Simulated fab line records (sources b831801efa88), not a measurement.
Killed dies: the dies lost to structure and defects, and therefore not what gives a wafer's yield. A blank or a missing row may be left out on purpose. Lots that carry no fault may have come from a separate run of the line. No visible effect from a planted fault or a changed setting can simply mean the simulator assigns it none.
A lot that was struck, set against a sound lot / flow sky130 / 17 out of 708 route steps
Sound: wafers L274.1, L274.3, L274.6. The struck wafers were L280.2, L280.4, L280.6. The cause comes at the end.
Per side, at each step with rows, come the tool, then ch with its chambers, and then its first start. Under that, the readings that differ: sound wafers / struck wafers / difference of the means / sigmas: that difference in standard deviations of wafers without a fault.
alike: same words and numbers on both sides, and readings whose means sit less than 2 such deviations apart. not compared: any withheld reading, any reading some wafer has no value for, any bound like >300 that may hide the same value, and any number with overlapping values for which the record gives no deviation.
The two part at a step that has a row with sigmas, a row that says differs or no value, or rows on one side only. When numbers do not overlap yet have no deviation, they are printed without sigmas and do not part them. A reading missing from all wafers of one side parts the sides only when that side holds two or more wafers.

first, 3 steps without rows for these wafers: SKY_METAL4_CLEAN_21 (cleans in IPA, time 180 s); SKY_METAL4_CLEAN_22 (cleans in O3/DIW); SKY_VIA4_HDPCVD_00 (deposits SiO2, target thk 1750 nm, time 291.7 s).
SKY_VIA4_THK_MEAS_01:
  struck on filmMetro-04, day 45 21:26; sound on filmMetro-02, day 44 16:28
  alike: VIA4_HDPCVD_THK
SKY_VIA4_CMP_02: polishes SiO2.
  sound on cmp-02 ch 2,3, day 44 16:32; struck on cmp-02 ch 0,1,2, day 45 21:39
  alike: headPressurePsi, motorCurrentA, slurryFilterDpKPa
SKY_VIA4_BOW_MEAS_03:
  struck on filmMetro-02, day 45 21:55; sound on filmMetro-04, day 44 16:50
  alike: VIA4_BOW
then, 6 steps without rows for these wafers: SKY_VIA4_DEHYDRATE_04 (time 60 s); SKY_VIA4_HMDS_05 (prime time 60 s); SKY_VIA4_COAT_06 (resist thk 1140 nm); SKY_VIA4_SOFTBAKE_07 (time 60 s); SKY_VIA4_EXPOSE_08 (exposes mask VIM4, target cd 800 nm); SKY_VIA4_PEB_09.
SKY_VIA4_DEVELOP_10: develop time 60 s.
  sound on lithoTrack-01 ch 0, day 45 14:21; struck on lithoTrack-02 ch 0, day 46 18:20
SKY_VIA4_OVL_MEAS_11:
  struck on overlay-01, day 46 18:29; sound on overlay-02, day 45 14:30
  alike: VIA4_OVL
SKY_VIA4_ETCH_12: etches SiO2 in C4F8/O2/Ar, stops on TiN, target depth 580 nm.
  sound on rieDiel-04 ch 1,2,3, day 45 14:32; struck on rieDiel-02 ch 0,2, day 46 18:31
reading=model.VIA4.cdNm (nm); sound=799 798.2 797.9; struck=761.8 763 761.6; difference=-36.2; sigmas=
  alike: oesProductAu
SKY_VIA4_STRIP_13: strips in O2/N2.
  sound on plasmaAsher-03 ch 0,1, day 45 14:37; struck on plasmaAsher-01 ch 0,1, day 46 18:35
  alike: drypumpMotorCurrentA, oesProductAu, stripTimeToEndpointS
  not compared: rfHoursCounterH
-- the record jumps here: 3 days lie between the struck wafers' starts before and after (it left off in module VIA4 and takes up again in module PAD_OPEN, whose first step shown is number 708 of the route) --
SKY_PAD_OPEN_PROBE_99:
  struck on prober-01, day 49 09:10; sound on prober-02, day 48 07:31
reading=model.etest.via4Chain.rcOhm; sound=0.8179 0.8 0.7923; struck=0.8584 0.8287 0.8792; difference=+0.0520; sigmas=
  alike: defectLimitedYield, killed_at_M0_to_M3, killed_at_M4_up, killedAtContacts, killedAtFrontEnd, killedAtOther, killedDies, killedOpen, killedShort, sort_bin_3_pad_short, sort_bin_5_function, sort_bin_6_memory, sortNPass, sortYieldPct

## WHERE THEY PART
Nowhere in this record.

WHY: what had been put in by the simulator
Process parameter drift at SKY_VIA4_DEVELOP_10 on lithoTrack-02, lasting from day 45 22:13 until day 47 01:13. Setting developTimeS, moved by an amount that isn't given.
